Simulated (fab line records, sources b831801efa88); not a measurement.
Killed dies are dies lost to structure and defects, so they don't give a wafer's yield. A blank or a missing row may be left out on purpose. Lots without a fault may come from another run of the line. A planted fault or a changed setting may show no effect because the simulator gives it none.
fab line records | flow sky130
record lots=6 wafers=18 last_day=49
route steps=708 shown SONOS_TUNNEL@156 SONOS_ONO@168 PAD_OPEN@708
lots that met no fault: from a run of the same line without faults
start_h: hours from the record's first day to the start of the lot's first wafer shown | wait_h: hours since the lot's step before | " the same as in the row above | L1.1+2: a row that stands for several wafers | - no value, or no start given | * or withheld: withheld | < > ~ a bound
route shown NAME@n: a module of which the file shows steps, and the number in the route of the first | usual: mean/standard deviation of fault-free wafers | same: alike in all rows | chamber/n: place in a boat | sites: the reading at each site | _std_site: their standard deviation | _edge_site: outer sites' mean less inner sites' | radius_mm: how far each site lies from the wafer's centre | mask NAME#n: copy n | behind: the tool/chamber that last shaped the wafer | hold: why the lot was held/for how many hours/how that ended | device: the transistor (n, p or np) that didn't switch | end of line: the same wafers' tests at the end of the route | a step without rows: its recipe alone | killed: dies lost to structure and defects at the first sort, not the wafer's yield | map: a wafer's dies, x killed, . not, _ none there
set.NAME: the setting as run; set.NAME@STEP: as run at that earlier step | model.NAME: the simulator's own value behind a step, which no gauge read
lots at some steps of the route; a table a step, a row a wafer
services: from which hour (start_h, from the record's first day; less than 0 if before it) a tool's chamber was out of use, for how many hours, and why
## steps
# step SKY_SONOS_TUNNEL_COAT_02
# recipe resist=NOVOLAK spin_rpm=3000 resist_thk_nm=1140
# step SKY_SONOS_TUNNEL_SOFTBAKE_03
# recipe temp_c=90 time_s=60 resist=NOVOLAK
# step SKY_SONOS_TUNNEL_EXPOSE_04
# recipe mask_id=TUNM na=0.6 source_shape=conventional sigma_outer=0.6 polarization=unpolarized target_cd_nm=410 dose_mj=136
# step SKY_SONOS_TUNNEL_PEB_05
# recipe temp_c=withheld time_s=* resist=NOVOLAK
# step SKY_SONOS_TUNNEL_DEVELOP_06
# recipe resist=NOVOLAK developer=TMAH develop_time_s=60 dev_temp_c=23
# step SKY_SONOS_TUNNEL_CD_MEAS_07
# recipe target_cd_nm=410
# usual cd_nm=410.2/2
# columns lot.wafer tool chamber start_h wait_h cd_nm
L737.2 cd_sem-02 - 259.34 0.1 412.6
L737.3 " - " " 413.5
L737.4 " - " " 411.3
L748.4 cd_sem-02 - 342.55 0.1 409.3
L748.5 " - " " 408.0
L748.6 " - " " 409.6
L750.3 cd_sem-01 - 364.58 0.1 408.7
L750.5 " - " " 407.1
L750.6 " - " " 408.8
L752.2 cd_sem-01 - 381.73 0.1 410.8
L752.3 " - " " 410.5
L752.4 " - " " 409.9
L753.3 cd_sem-02 - 382.16 0.1 405.4
L753.5 " - " " 407.6
L753.6 " - " " 409.2
L754.1 cd_sem-02 - 392.29 0.1 409.3
L754.2 " - " " 409.6
L754.6 " - " " 413.8
# step SKY_SONOS_TUNNEL_OVL_MEAS_08
# usual SONOS_TUNNEL_OVL=0.8/1.3
# columns lot.wafer tool chamber start_h wait_h SONOS_TUNNEL_OVL[nm]
L737.2 overlay-02 - 259.44 0.1 2.1
L737.3 " - " " 4.4
L737.4 " - " " -1.1
L748.4 overlay-01 - 342.63 0.1 0.5
L748.5 " - " " 0.9
L748.6 " - " " 0.3
L750.3 overlay-02 - 364.68 0.1 1.7
L750.5 " - " " 2.3
L750.6 " - " " 2.6
L752.2 overlay-01 - 381.84 0.1 0.4
L752.3 " - " " 1.6
L752.4 " - " " 2.4
L753.3 overlay-02 - 382.25 0.1 1.6
L753.5 " - " " 1.1
L753.6 " - " " 0.5
L754.1 overlay-02 - 392.41 0.1 -1.0
L754.2 " - " " -1.6
L754.6 " - " " -0.8
# step SKY_SONOS_TUNNEL_IMPLANT_09
# recipe species=B energy_kev=20 dose_cm2=1e+12 tilt_deg=withheld
# step SKY_SONOS_TUNNEL_WET_ETCH_10
# recipe chemistry=dHF target_depth_nm=14 target=SiO2 dilution=100:1 temp_c=25 time_s=280
# step SKY_SONOS_TUNNEL_STRIP_11
# recipe chemistry=SPM time_s=600 temp_c=130
# step SKY_SONOS_TUNNEL_TW_MEAS_12
# usual SONOS_TUNNEL_TW=196.0/1.8
# columns lot.wafer tool chamber start_h wait_h SONOS_TUNNEL_TW
L737.2 film_metro-03 - 260.07 0.0 198.2
L737.3 " - " " 196.9
L737.4 " - " " 198.1
L748.4 film_metro-04 - 343.10 0.0 193.7
L748.5 " - " " 194.0
L748.6 " - " " 193.6
L750.3 film_metro-03 - 365.13 0.0 197.6
L750.5 " - " " 197.2
L750.6 " - " " 196.8
L752.2 film_metro-04 - 382.29 0.0 194.2
L752.3 " - " " 195.0
L752.4 " - " " 194.4
L753.3 film_metro-02 - 382.70 0.0 198.7
L753.5 " - " " 197.0
L753.6 " - " " 197.2
L754.1 film_metro-02 - 392.87 0.0 196.4
L754.2 " - " " 194.8
L754.6 " - " " 196.0
# step SKY_SONOS_TUNNEL_CLEAN_13
# recipe chemistry=dHF time_s=20 dilution=100:1 dry=ipa_marangoni
# step SKY_SONOS_ONO_OXIDATION_00
# recipe temp_c=800 ambient=O2 idle_temp_c=700 ramp_up_c_per_min=10 ramp_down_c_per_min=3 stabilise_s=600 purge_s=300 target_thk_a=26 ox_time_s=1249
# usual spike_tc_bottom_C=817.9/1.3 spike_tc_centre_C=801.1/1.2 spike_tc_lower_C=800.3/1.1 spike_tc_top_C=815.1/2.5 spike_tc_upper_C=800.5/1 tube_center_temp_C=800/0.07 tube_center_temp_C_max=802.1/0.35 zone_power_lower_pct=13.39/0.13
# same ox_time_s=1249
# columns lot.wafer tool chamber start_h wait_h spike_tc_bottom_C spike_tc_centre_C spike_tc_lower_C spike_tc_top_C spike_tc_upper_C tube_center_temp_C tube_center_temp_C_max zone_power_lower_pct model.SiO2_of_SONOS_ONO_OXIDATION_00.thk_nm
L737.2 furnace-01 0 260.48 0.3 816.1 802.1 800.2 817.7 800.9 800.06 802.2 13.40 2.607
L737.3 " 0 " " 817.1 799.9 801.0 816.8 799.6 800.03 802.3 13.41 2.642
L737.4 " 0 " " 815.3 803.6 800.4 815.8 801.1 799.99 801.9 13.55 2.66
L748.4 furnace-01 0 343.14 0.0 816.7 802.3 801.6 819.0 800.9 800 802.6 13.61 2.622
L748.5 " 0 " " 815.4 800.7 801.5 818.1 799.3 799.99 801.7 13.54 2.64
L748.6 " 0 " " 818.7 801.4 799.0 818.7 801.7 800.05 801.6 13.24 2.592
L750.3 furnace-01 0 365.59 0.4 834.7 822.4 819.5 837.1 821.6 819.69 821.8 14.37 3.432
L750.5 " 0 " " 836.7 822.0 819.9 836.5 821.2 819.73 821.9 14.10 3.476
L750.6 " 0 " " 838.7 821.3 821.7 835.9 820.8 819.73 821.5 14.04 3.446
L752.2 furnace-02 0 382.41 0.1 818.2 800.9 799.9 810.9 800.3 799.98 802.4 13.57 2.597
L752.3 " 0 " " 818.2 801.4 799.3 813.7 800.5 799.86 801.9 13.19 2.621
L752.4 " 0 " " 819.5 801.3 801.0 810.3 801.6 800.02 802.0 13.43 2.62
L753.3 furnace-01 0 383.70 0.9 836.8 820.9 820.7 838.0 819.8 819.89 821.5 14.15 3.447
L753.5 " 0 " " 838.4 822.4 819.7 836.8 819.1 819.76 821.5 14.18 3.429
L753.6 " 0 " " 835.7 822.5 820.1 837.0 819.0 819.73 822.5 14.05 3.414
L754.1 furnace-02 0 393.29 0.4 818.0 799.5 799.0 812.3 800.4 799.91 802.1 13.57 2.675
L754.2 " 0 " " 819.2 799.9 801.2 812.2 800.2 800 802.2 13.37 2.65
L754.6 " 0 " " 819.8 803.1 800.3 812.6 801.2 799.93 802.0 13.39 2.621
# step SKY_SONOS_ONO_THK_MEAS_01
# recipe reads=SiO2_of_SONOS_ONO_OXIDATION_00
# usual SONOS_ONO_OXIDATION_THK=2.62/0.056
# columns lot.wafer tool chamber start_h wait_h SONOS_ONO_OXIDATION_THK[nm]
L737.2 film_metro-04 - 261.84 0.0 2.62
L737.3 " - " " 2.66
L737.4 " - " " 2.62
L748.4 film_metro-01 - 344.52 0.0 2.65
L748.5 " - " " 2.68
L748.6 " - " " 2.56
L750.3 film_metro-04 - 366.95 0.0 3.43
L750.5 " - " " 3.49
L750.6 " - " " 3.37
L752.2 film_metro-04 - 383.76 0.0 2.56
L752.3 " - " " 2.62
L752.4 " - " " 2.55
L753.3 film_metro-02 - 385.07 0.0 3.44
L753.5 " - " " 3.39
L753.6 " - " " 3.39
L754.1 film_metro-01 - 394.64 0.0 2.67
L754.2 " - " " 2.63
L754.6 " - " " 2.61
# step SKY_SONOS_ONO_CVD_02
# recipe material=Si3N4 precursor=DCS/NH3 target_thk_nm=10.5 temp_c=770 time_s=180 pressure_mtorr=250
# step SKY_PAD_OPEN_PROBE_99
# columns lot.wafer tool chamber start_h wait_h model.etest.sonos_erased.drive_ua_um model.etest.sonos_uncharged.r_on_ohm_um model.etest.sonos_erased.vt_v model.etest.cap_ono.gate_log10_a_cm2 model.etest.cap_ono.gate_bv_v model.etest.cap_ono.tox_acc_nm model.etest.sonos_programmed.vt_v model.etest.sonos_baked.vt_less_v
L737.2 prober-01 - 1085.84 0.1 208.4 799.9 -2.395 -7.58 16.04 12.55 1.613 -0.5123
L737.3 prober-01 - 1085.89 0.2 192.5 832.8 -2.327 -7.777 16.32 12.76 1.563 -0.4952
L737.4 prober-01 - 1085.94 0.2 165.8 819.6 -2.269 -7.918 16.76 12.83 1.538 -0.4887
L748.5 prober-02 - 1147.02 0.2 188.7 793.9 -2.295 -7.959 16.61 12.91 1.454 -0.4325
L748.6 prober-02 - 1147.07 0.2 168 824 -2.308 -7.858 16 12.75 1.508 -0.4669
L750.5 prober-01 - 1178.57 0.2 19.24 846 -0.3661 -8.954 17.1 13.66 1.085 -0.241
L750.6 prober-01 - 1178.62 0.2 19.09 834.2 -0.356 -8.817 17.46 13.62 1.125 -0.2389
L752.2 prober-02 - 1180.29 0.1 213.2 805.5 -2.344 -7.821 16.77 12.77 1.504 -0.4962
L752.3 prober-02 - 1180.34 0.2 197.3 823 -2.353 -7.668 16.15 12.7 1.563 -0.5041
L752.4 prober-02 - 1180.39 0.2 199.7 811.7 -2.333 -7.718 15.98 12.73 1.603 -0.5572
L753.3 prober-01 - 1180.46 0.2 25.11 826.6 -0.4454 -9.038 17.67 13.85 1.03 -0.2212
L753.5 prober-01 - 1180.56 0.2 22.45 818.8 -0.4072 -8.878 17.64 13.68 1.12 -0.2383
L754.1 prober-02 - 1182.09 0.1 203 823.5 -2.289 -7.893 16.31 12.88 1.488 -0.4522
L754.2 prober-02 - 1182.14 0.1 193.7 836.6 -2.285 -7.93 16.01 12.92 1.479 -0.4999
L754.6 prober-02 - 1182.34 0.2 199.1 821.8 -2.322 -7.857 16.79 12.82 1.541 -0.5271
# killed by level:class
L737.2 VIA1:geometric_particle:open=13 FIELD_ISO:geometric_particle:short=7 VIA2:geometric_particle:open=6 POLY_GATE:geometric_particle:open=5 CONTACT:geometric_particle:open=5 CONTACT:geometric_particle:short=5 METAL2:geometric_particle:short=5 VIA3:geometric_particle:open=4
L737.3 CONTACT:geometric_particle:open=15 VIA3:geometric_particle:open=13 VIA1:geometric_particle:open=10 METAL1:geometric_particle:short=6 METAL2:geometric_particle:short=6 POLY_GATE:geometric_particle:open=5 LOCAL_INTERCONNECT:geometric_particle:short=5 LI_CONTACT:geometric_particle:open=5
L737.4 VIA2:geometric_particle:open=11 VIA3:geometric_particle:open=10 VIA1:geometric_particle:open=9 FIELD_ISO:geometric_particle:short=6 METAL2:geometric_particle:short=5 CONTACT:geometric_particle:open=5 LI_CONTACT:geometric_particle:open=4 FIELD_ISO:geometric_particle:open=3
L748.5 VIA1:geometric_particle:open=14 CONTACT:geometric_particle:open=12 VIA3:geometric_particle:open=11 METAL1:geometric_particle:short=6 LI_CONTACT:geometric_particle:open=5 FIELD_ISO:geometric_particle:short=4 METAL2:geometric_particle:open=4 LOCAL_INTERCONNECT:geometric_particle:short=4
L748.6 CONTACT:geometric_particle:open=14 POLY_GATE:geometric_particle:open=8 METAL1:geometric_particle:short=6 VIA1:geometric_particle:short=6 LI_CONTACT:geometric_particle:open=5 VIA3:geometric_particle:open=5 VIA1:geometric_particle:open=5 METAL2:geometric_particle:short=5
L752.2 CONTACT:geometric_particle:open=12 VIA1:geometric_particle:open=12 CONTACT:geometric_particle:short=10 VIA1:geometric_particle:short=9 METAL1:geometric_particle:short=6 VIA2:geometric_particle:open=5 METAL3:geometric_particle:short=5 FIELD_ISO:geometric_particle:open=4
L752.3 CONTACT:geometric_particle:open=8 VIA2:geometric_particle:open=7 VIA1:geometric_particle:open=6 VIA3:geometric_particle:open=5 POLY_GATE:geometric_particle:short=4 CONTACT:geometric_particle:short=4 LI_CONTACT:geometric_particle:open=4 LOCAL_INTERCONNECT:geometric_particle:short=4
L752.4 CONTACT:geometric_particle:open=13 VIA3:geometric_particle:open=10 LI_CONTACT:geometric_particle:short=7 LI_CONTACT:geometric_particle:open=6 LOCAL_INTERCONNECT:geometric_particle:short=6 VIA1:geometric_particle:open=6 VIA2:geometric_particle:short=6 VIA2:geometric_particle:open=6
L754.1 VIA1:geometric_particle:open=10 CONTACT:geometric_particle:open=8 POLY_GATE:geometric_particle:short=6 LI_CONTACT:geometric_particle:open=6 METAL4:geometric_particle:short=6 METAL1:geometric_particle:short=6 VIA2:geometric_particle:open=5 VIA3:geometric_particle:open=4
L754.2 LI_CONTACT:geometric_particle:open=11 CONTACT:geometric_particle:open=7 POLY_GATE:geometric_particle:open=5 VIA1:geometric_particle:short=5 VIA3:geometric_particle:open=4 METAL3:geometric_particle:short=4 FIELD_ISO:geometric_particle:open=3 METAL1:geometric_particle:short=3
L754.6 VIA1:geometric_particle:open=10 LI_CONTACT:geometric_particle:open=8 METAL1:geometric_particle:short=7 POLY_GATE:geometric_particle:short=5 CONTACT:geometric_particle:open=5 CONTACT:geometric_particle:short=4 METAL2:geometric_particle:short=4 VIA1:geometric_particle:short=3
## services
# columns tool chamber start_h hours kind
furnace-01 - 239.80 5.0 pm
furnace-02 - 270.51 3.1 pm
furnace-01 - 312.81 2.8 pm
## key
first_sign step=SKY_SONOS_ONO_OXIDATION_00 reading=tube_center_temp_C direction=up sigmas=99+ usual=* struck=*
effect step=SKY_SONOS_ONO_OXIDATION_00 reading=tube_center_temp_C_max direction=up sigmas=57 usual=* struck=*
effect step=SKY_SONOS_ONO_THK_MEAS_01 reading=SONOS_ONO_OXIDATION_THK direction=up sigmas=14 usual=2.62 struck=3.42
model_effect step=SKY_SONOS_ONO_OXIDATION_00 value=SiO2_of_SONOS_ONO_OXIDATION_00.thk_nm without=2.616 struck=3.441
model_effect step=SKY_PAD_OPEN_PROBE_99 value=etest.sonos_erased.drive_ua_um without=191.8 struck=21.47
met_at SKY_SONOS_ONO_OXIDATION_00
struck_wafers L750.3,L750.5,L750.6,L753.3,L753.5,L753.6
sort_left_out L750.3,L750.5,L750.6,L753.3,L753.5,L753.6
tester_left_out L750,L753
onset_between 343.14 365.59
fault kind=process_parameter_drift tool=furnace-01 chamber=- onset_h=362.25 steps=SKY_SONOS_ONO_OXIDATION_00 channel=temp_c offset=* shape=step end_h=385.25 acts_in=* stated=*
# tester_left_out: of these lots the tester's yield and bins aren't shown, on N5 and GAA mostly nor the transistor test; their killed dies are dies lost to structure and defects alone, not to doping, threshold or leakage, so they don't give the yield
# sort_left_out: the simulated sort isn't trusted on such a fault, so these wafers' sort isn't shown, and their yield isn't known
